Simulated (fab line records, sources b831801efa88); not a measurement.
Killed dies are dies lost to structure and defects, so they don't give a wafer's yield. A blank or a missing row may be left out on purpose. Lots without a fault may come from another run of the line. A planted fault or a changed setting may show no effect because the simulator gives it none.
fab line records | flow sky130
record lots=13 wafers=39 last_day=50
route steps=708 shown POLY_CUT@311 RES_XHIGH@340 LI_CONTACT@385 LOCAL_INTERCONNECT@389 PAD_OPEN@708
lots that met no fault: from a run of the same line without faults
start_h: hours from the record's first day to the start of the lot's first wafer shown | wait_h: hours since the lot's step before | " the same as in the row above | L1.1+2: a row that stands for several wafers | - no value, or no start given | * or withheld: withheld | < > ~ a bound
route shown NAME@n: a module of which the file shows steps, and the number in the route of the first | usual: mean/standard deviation of fault-free wafers | same: alike in all rows | chamber/n: place in a boat | sites: the reading at each site | _std_site: their standard deviation | _edge_site: outer sites' mean less inner sites' | radius_mm: how far each site lies from the wafer's centre | mask NAME#n: copy n | behind: the tool/chamber that last shaped the wafer | hold: why the lot was held/for how many hours/how that ended | device: the transistor (n, p or np) that didn't switch | end of line: the same wafers' tests at the end of the route | a step without rows: its recipe alone | killed: dies lost to structure and defects at the first sort, not the wafer's yield | map: a wafer's dies, x killed, . not, _ none there
set.NAME: the setting as run; set.NAME@STEP: as run at that earlier step | model.NAME: the simulator's own value behind a step, which no gauge read
steps of the route over a sample of lots; a table a step, a row a wafer
services: from which hour (start_h, from the record's first day; less than 0 if before it) a tool's chamber was out of use, for how many hours, and why
## steps
# step SKY_POLY_CUT_SOFTBAKE_04
# recipe temp_c=100 time_s=90 resist=KrF-thick
# usual heater_power_total_W=57.37/0.11 run_length_s=119.13/0.25
# columns lot.wafer tool chamber start_h wait_h heater_power_total_W run_length_s
L725.1 litho_track-03 0 532 - 57.36 119.32
L725.4 " 0 " " 57.25 119.25
L725.6 " 0 " " 57.36 119.23
L726.1 litho_track-04 0 547 - 57.37 118.98
L726.3 " 0 " " 57.46 119.07
L726.5 " 0 " " 57.21 118.83
L727.1 litho_track-02 0 562 - 57.37 119.35
L727.2 " 0 " " 57.22 119.27
L727.4 " 0 " " 57.30 119.62
L729.4 litho_track-03 0 574 - 57.38 119.14
L729.5 " 0 " " 57.21 119.33
L729.6 " 0 " " 57.42 119.07
L733.1 litho_track-04 0 610 - 57.55 118.85
L733.4 " 0 " " 57.37 118.89
L733.5 " 0 " " 57.47 118.77
L734.1 litho_track-02 0 634 - 59.06 111.14
L734.2 " 0 " " 58.94 110.97
L734.4 " 0 " " 59.26 110.93
L735.1 litho_track-02 0 641 - 59.04 110.97
L735.2 " 0 " " 59.33 110.95
L735.4 " 0 " " 59.02 111.07
L736.1 litho_track-03 0 642 - 57.28 119.04
L736.2 " 0 " " 57.42 119.04
L736.3 " 0 " " 57.27 119.23
L741.1 litho_track-03 0 676 - 57.24 119.12
L741.4 " 0 " " 57.37 119.20
L741.6 " 0 " " 57.42 119.38
L742.3 litho_track-04 0 686 - 57.34 119.06
L742.5 " 0 " " 57.22 118.83
L742.6 " 0 " " 57.34 118.81
L744.1 litho_track-02 0 697 - 57.29 119.49
L744.4 " 0 " " 57.54 119.24
L744.5 " 0 " " 57.45 119.49
L745.1 litho_track-03 0 705 - 57.24 119.13
L745.2 " 0 " " 57.18 119.16
L745.3 " 0 " " 57.26 119.13
L747.1 litho_track-04 0 719 - 57.20 118.98
L747.5 " 0 " " 57.44 118.75
L747.6 " 0 " " 57.22 119.08
# step SKY_RES_XHIGH_STRIP_08
# recipe chemistry=O2/N2 power_w=1400 pressure_mtorr=1500 platen_temp_c=withheld o2_flow_sccm=3000 n2_flow_sccm=300 overash_fraction=0.5
# usual drypump_motor_current_A=5.9/0.59 oes_product_au=0.711/0.0048 strip_time_to_endpoint_s=14.27/0.035
# columns lot.wafer tool chamber start_h wait_h drypump_motor_current_A oes_product_au rf_hours_counter_h strip_time_to_endpoint_s
L725.1 plasma_asher-02 0 601.58 0.1 6.3 0.710 45 14.28
L725.4 " 1 " " 5.9 0.712 - 14.29
L725.6 " 1 " " 5.9 0.709 - 14.31
L726.1 plasma_asher-03 0 618.67 0.1 5.8 0.709 91 14.30
L726.3 " 0 " " 5.8 0.714 - 14.34
L726.5 " 0 " " 5.8 0.713 - 14.30
L727.1 plasma_asher-04 0 632.27 0.1 6.8 0.714 83 14.24
L727.2 " 1 " " 5.3 0.700 83 14.31
L727.4 " 0 " " 6.8 0.700 - 14.31
L729.4 plasma_asher-04 0 643.96 0.1 6.8 0.706 - 14.24
L729.5 " 0 " " 6.8 0.718 - 14.28
L729.6 " 1 " " 5.3 0.721 - 14.25
L733.1 plasma_asher-04 0 679.07 0.1 6.8 0.708 88 14.27
L733.4 " 0 " " 6.8 0.718 - 14.25
L733.5 " 0 " " 6.8 0.711 - 14.28
L734.1 plasma_asher-03 1 704.08 0.1 5.4 0.712 100 14.23
L734.2 " 0 " " 5.8 0.703 100 14.22
L734.4 " 0 " " 5.8 0.712 - 14.24
L735.1 plasma_asher-03 0 710.77 0.1 5.8 0.709 101 14.38
L735.2 " 1 " " 5.3 0.717 101 14.29
L735.4 " 1 " " 5.3 0.712 - 14.33
L736.1 plasma_asher-04 1 712.17 0.1 5.3 0.710 92 14.28
L736.2 " 0 " " 6.8 0.710 92 14.28
L736.3 " 1 " " 5.3 0.713 - 14.29
L741.1 plasma_asher-03 0 744.67 0.1 5.8 0.702 0 14.28
L741.4 " 1 " " 5.4 0.711 - 14.31
L741.6 " 1 " " 5.3 0.710 - 14.30
L742.3 plasma_asher-04 1 755.91 0.1 5.3 0.711 - 14.28
L742.5 " 0 " " 6.8 0.709 - 14.25
L742.6 " 1 " " 5.2 0.706 - 14.23
L744.1 plasma_asher-04 0 766.67 0.1 6.8 0.714 98 14.19
L744.4 " 1 " " 5.3 0.711 - 14.27
L744.5 " 1 " " 5.3 0.711 - 14.23
L745.1 plasma_asher-04 1 773.02 0.1 5.3 0.719 99 14.24
L745.2 " 0 " " 6.8 0.711 99 14.29
L745.3 " 1 " " 5.3 0.713 - 14.23
L747.1 plasma_asher-04 0 789.33 0.1 6.8 0.710 100 14.23
L747.5 " 0 " " 6.8 0.710 - 14.24
L747.6 " 1 " " 5.3 0.709 - 14.24
# step SKY_LI_CONTACT_THK_MEAS_23
# recipe thk_meas_gauge=xrf reads=W_of_LI_CONTACT_CVD_21
# usual LI_CONTACT_W_THK=387/6.6
# columns lot.wafer tool chamber start_h wait_h LI_CONTACT_W_THK[nm]
L725.1 film_metro-04 - 657.64 0.1 393
L725.4 " - " " 389
L725.6 " - " " 382
L726.1 film_metro-04 - 675.54 0.1 390
L726.3 " - " " 390
L726.5 " - " " 396
L727.1 film_metro-04 - 689.04 0.1 387
L727.2 " - " " 397
L727.4 " - " " 390
L729.4 film_metro-04 - 701.07 0.1 398
L729.5 " - " " 390
L729.6 " - " " 397
L733.1 film_metro-03 - 736.23 0.1 380
L733.4 " - " " 381
L733.5 " - " " 380
L734.1 film_metro-03 - 761.80 0.1 397
L734.2 " - " " 392
L734.4 " - " " 396
L735.1 film_metro-01 - 768.33 0.1 386
L735.2 " - " " 386
L735.4 " - " " 387
L736.1 film_metro-04 - 769.34 0.1 388
L736.2 " - " " 385
L736.3 " - " " 392
L741.1 film_metro-03 - 801.71 0.1 386
L741.4 " - " " 384
L741.6 " - " " 378
L742.3 film_metro-04 - 812.40 0.1 392
L742.5 " - " " 396
L742.6 " - " " 401
L744.1 film_metro-01 - 823.34 0.1 393
L744.4 " - " " 392
L744.5 " - " " 391
L745.1 film_metro-01 - 829.39 0.1 400
L745.2 " - " " 397
L745.3 " - " " 395
L747.1 film_metro-01 - 846.21 0.1 394
L747.5 " - " " 389
L747.6 " - " " 394
# step SKY_LOCAL_INTERCONNECT_THK_MEAS_02
# recipe thk_meas_gauge=xrf reads=TiN_of_LOCAL_INTERCONNECT_SPUTTER_00
# usual LOCAL_INTERCONNECT_TIN_THK=99.8/1.3
# columns lot.wafer tool chamber start_h wait_h LOCAL_INTERCONNECT_TIN_THK[nm]
L725.1 film_metro-03 - 658.18 0.1 99.7
L725.4 " - " " 98.9
L725.6 " - " " 99.4
L726.1 film_metro-04 - 676.09 0.1 100.5
L726.3 " - " " 97.6
L726.5 " - " " 101.0
L727.1 film_metro-04 - 689.59 0.1 99.4
L727.2 " - " " 102.9
L727.4 " - " " 102.7
L729.4 film_metro-02 - 701.61 0.1 97.6
L729.5 " - " " 100.3
L729.6 " - " " 99.0
L733.1 film_metro-02 - 736.77 0.1 100.6
L733.4 " - " " 99.7
L733.5 " - " " 101.3
L734.1 film_metro-04 - 762.34 0.1 100.5
L734.2 " - " " 100.5
L734.4 " - " " 100.1
L735.1 film_metro-02 - 768.87 0.1 97.3
L735.2 " - " " 97.3
L735.4 " - " " 97.5
L736.1 film_metro-04 - 769.88 0.1 100.0
L736.2 " - " " 98.3
L736.3 " - " " 99.3
L741.1 film_metro-02 - 802.25 0.1 101.5
L741.4 " - " " 101.4
L741.6 " - " " 100.6
L742.3 film_metro-04 - 813.13 0.1 99.8
L742.5 " - " " 100.6
L742.6 " - " " 100.1
L744.1 film_metro-02 - 823.88 0.1 98.6
L744.4 " - " " 100.8
L744.5 " - " " 100.0
L745.1 film_metro-04 - 829.93 0.1 101.3
L745.2 " - " " 101.8
L745.3 " - " " 100.7
L747.1 film_metro-02 - 846.75 0.1 98.1
L747.5 " - " " 98.4
L747.6 " - " " 101.8
# step SKY_PAD_OPEN_PROBE_99
# usual killed_at_M0_to_M3=43/6.6 killed_at_M4_up=3.2/1.9 killed_at_contacts=25/5.3 killed_at_front_end=16/4.5 killed_at_other=0.3/0.63 killed_dies=87/8.9 killed_open=48/7.9 killed_short=39/5.3
# same gross_dies=492 killed_at_back_side=0
# columns lot.wafer tool chamber start_h wait_h killed_at_M0_to_M3 killed_at_M4_up killed_at_contacts killed_at_front_end killed_at_other killed_dies killed_open killed_short
L727.1 prober-01 - 1087.99 0.1 29 5 24 31 0 89 45 43
L727.2 prober-01 - 1088.04 0.1 38 3 31 21 0 93 60 33
L727.4 prober-01 - 1088.14 0.2 43 0 33 16 0 92 58 32
L742.3 prober-02 - 1175.18 0.2 51 6 30 15 0 102 62 40
L742.5 prober-02 - 1175.28 0.2 46 4 24 18 0 92 49 43
L742.6 prober-02 - 1175.33 0.2 36 3 23 12 0 74 36 38
L744.1 prober-02 - 1179.98 0.1 49 1 24 15 0 89 47 42
L744.4 prober-02 - 1180.13 0.2 52 6 34 14 0 106 58 47
L744.5 prober-02 - 1180.18 0.2 50 0 27 20 0 97 58 37
L745.1 prober-01 - 1183.70 0.1 37 3 31 18 0 89 49 39
L745.2 prober-01 - 1183.75 0.1 42 6 38 17 0 103 53 50
L745.3 prober-01 - 1183.80 0.2 47 2 16 24 0 89 51 38
L747.1 prober-01 - 1193.00 0.1 49 2 24 15 0 90 48 42
L747.5 prober-01 - 1193.20 0.2 38 4 32 15 0 89 39 50
L747.6 prober-01 - 1193.25 0.2 50 5 22 23 0 100 50 50
# killed by level:class
L727.1 CONTACT:geometric_particle:open=13 FIELD_ISO:geometric_particle:short=9 POLY_GATE:geometric_particle:open=8 FIELD_ISO:geometric_particle:open=6 POLY_GATE:geometric_particle:short=6 LOCAL_INTERCONNECT:geometric_particle:short=6 VIA1:geometric_particle:open=6 METAL2:geometric_particle:short=6
L727.2 CONTACT:geometric_particle:open=14 VIA3:geometric_particle:open=11 FIELD_ISO:geometric_particle:open=8 LI_CONTACT:geometric_particle:open=8 VIA2:geometric_particle:open=7 FIELD_ISO:geometric_particle:short=5 CONTACT:geometric_particle:short=5 LOCAL_INTERCONNECT:geometric_particle:short=4
L727.4 CONTACT:geometric_particle:open=14 VIA1:geometric_particle:open=10 VIA2:geometric_particle:short=7 FIELD_ISO:geometric_particle:open=6 LI_CONTACT:geometric_particle:open=6 CONTACT:geometric_particle:short=6 VIA3:geometric_particle:open=6 VIA2:geometric_particle:open=6
L742.3 VIA1:geometric_particle:open=17 CONTACT:geometric_particle:open=12 LI_CONTACT:geometric_particle:open=8 METAL1:geometric_particle:short=8 VIA3:geometric_particle:open=5 METAL2:geometric_particle:short=5 METAL2:geometric_particle:open=4 LOCAL_INTERCONNECT:geometric_particle:short=4
L742.5 VIA2:geometric_particle:open=11 CONTACT:geometric_particle:short=7 LOCAL_INTERCONNECT:geometric_particle:short=6 CONTACT:geometric_particle:open=6 VIA1:geometric_particle:open=6 VIA3:geometric_particle:open=6 VIA1:geometric_particle:short=5 METAL1:geometric_particle:short=5
L742.6 CONTACT:geometric_particle:open=7 VIA1:geometric_particle:open=7 VIA2:geometric_particle:open=7 LOCAL_INTERCONNECT:geometric_particle:short=6 LI_CONTACT:geometric_particle:open=5 VIA1:geometric_particle:short=5 VIA2:geometric_particle:short=4 METAL2:geometric_particle:short=4
L744.1 VIA1:geometric_particle:open=15 CONTACT:geometric_particle:open=8 LOCAL_INTERCONNECT:geometric_particle:short=7 LI_CONTACT:geometric_particle:open=6 POLY_GATE:geometric_particle:short=5 METAL1:geometric_particle:short=5 VIA2:geometric_particle:short=4 VIA1:geometric_particle:short=4
L744.4 VIA1:geometric_particle:open=13 LI_CONTACT:geometric_particle:open=10 CONTACT:geometric_particle:open=10 VIA1:geometric_particle:short=8 LOCAL_INTERCONNECT:geometric_particle:short=7 VIA3:geometric_particle:open=7 METAL2:geometric_particle:short=6 VIA2:geometric_particle:open=5
L744.5 VIA3:geometric_particle:open=15 LI_CONTACT:geometric_particle:open=11 VIA1:geometric_particle:open=9 METAL2:geometric_particle:short=8 VIA2:geometric_particle:open=7 CONTACT:geometric_particle:open=6 FIELD_ISO:geometric_particle:short=4 SPACER:geometric_particle:open=4
L745.1 CONTACT:geometric_particle:open=13 LI_CONTACT:geometric_particle:open=12 VIA1:geometric_particle:short=8 VIA1:geometric_particle:open=6 FIELD_ISO:geometric_particle:short=5 METAL2:geometric_particle:short=5 POLY_GATE:geometric_particle:open=4 VIA2:geometric_particle:short=4
L745.2 CONTACT:geometric_particle:open=16 VIA1:geometric_particle:open=12 LI_CONTACT:geometric_particle:short=6 LOCAL_INTERCONNECT:geometric_particle:short=6 METAL1:geometric_particle:short=6 POLY_GATE:geometric_particle:short=5 LI_CONTACT:geometric_particle:open=5 CONTACT:geometric_particle:short=5
L745.3 VIA1:geometric_particle:open=16 POLY_GATE:geometric_particle:open=8 LI_CONTACT:geometric_particle:open=6 METAL1:geometric_particle:short=6 FIELD_ISO:geometric_particle:short=5 POLY_GATE:geometric_particle:short=5 VIA2:geometric_particle:open=5 VIA3:geometric_particle:open=4
L747.1 CONTACT:geometric_particle:open=11 VIA1:geometric_particle:open=11 VIA1:geometric_particle:short=7 LI_CONTACT:geometric_particle:open=6 VIA2:geometric_particle:open=6 VIA2:geometric_particle:short=6 VIA3:geometric_particle:open=6 POLY_GATE:geometric_particle:short=5
L747.5 CONTACT:geometric_particle:open=10 CONTACT:geometric_particle:short=10 VIA1:geometric_particle:open=9 METAL2:geometric_particle:short=6 FIELD_ISO:geometric_particle:short=5 POLY_GATE:geometric_particle:short=5 LI_CONTACT:geometric_particle:open=5 VIA1:geometric_particle:short=5
L747.6 CONTACT:geometric_particle:open=10 VIA1:geometric_particle:short=8 METAL2:geometric_particle:short=7 FIELD_ISO:geometric_particle:open=7 VIA3:geometric_particle:open=7 VIA1:geometric_particle:open=6 FIELD_ISO:geometric_particle:short=5 POLY_GATE:geometric_particle:open=5
## services
# columns tool chamber start_h hours kind
plasma_asher-03 - 554.76 0.6 repair
plasma_asher-02 - 557.85 1.2 repair
plasma_asher-04 - 603.06 2.8 pm
plasma_asher-03 - 627.84 2.8 pm
plasma_asher-03 - 634.46 2.0 repair
plasma_asher-03 - 669.35 0.5 repair
plasma_asher-02 - 685.27 15.6 pm
plasma_asher-03 - 724.23 1.7 repair
plasma_asher-03 - 733.75 9.0 pm
plasma_asher-03 0 733.75 9.0 vent_cycle
plasma_asher-03 1 733.75 9.0 vent_cycle
plasma_asher-03 0 742.75 - clean
plasma_asher-03 1 742.75 - clean
plasma_asher-02 - 757.09 3.2 repair
plasma_asher-03 - 757.13 8.6 repair
## key
first_sign step=SKY_POLY_CUT_SOFTBAKE_04 reading=run_length_s direction=down sigmas=33 usual=* struck=*
effect step=SKY_POLY_CUT_SOFTBAKE_04 reading=heater_power_total_W direction=up sigmas=15 usual=* struck=*
met_at SKY_POLY_CUT_SOFTBAKE_04
struck_lots L734,L735
tester_left_out L734,L735
not_acting_at SKY_RES_XHIGH_STRIP_08,SKY_LI_CONTACT_THK_MEAS_23,SKY_LOCAL_INTERCONNECT_THK_MEAS_02
onset_between 562 634
fault kind=process_parameter_drift tool=litho_track-02 chamber=- onset_h=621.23 steps=SKY_POLY_CUT_SOFTBAKE_04 channel=time_s offset=* shape=step end_h=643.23 acts_in=* stated=*
# tester_left_out: of these lots the tester's yield and bins aren't shown, on N5 and GAA mostly nor the transistor test; their killed dies are dies lost to structure and defects alone, not to doping, threshold or leakage, so they don't give the yield
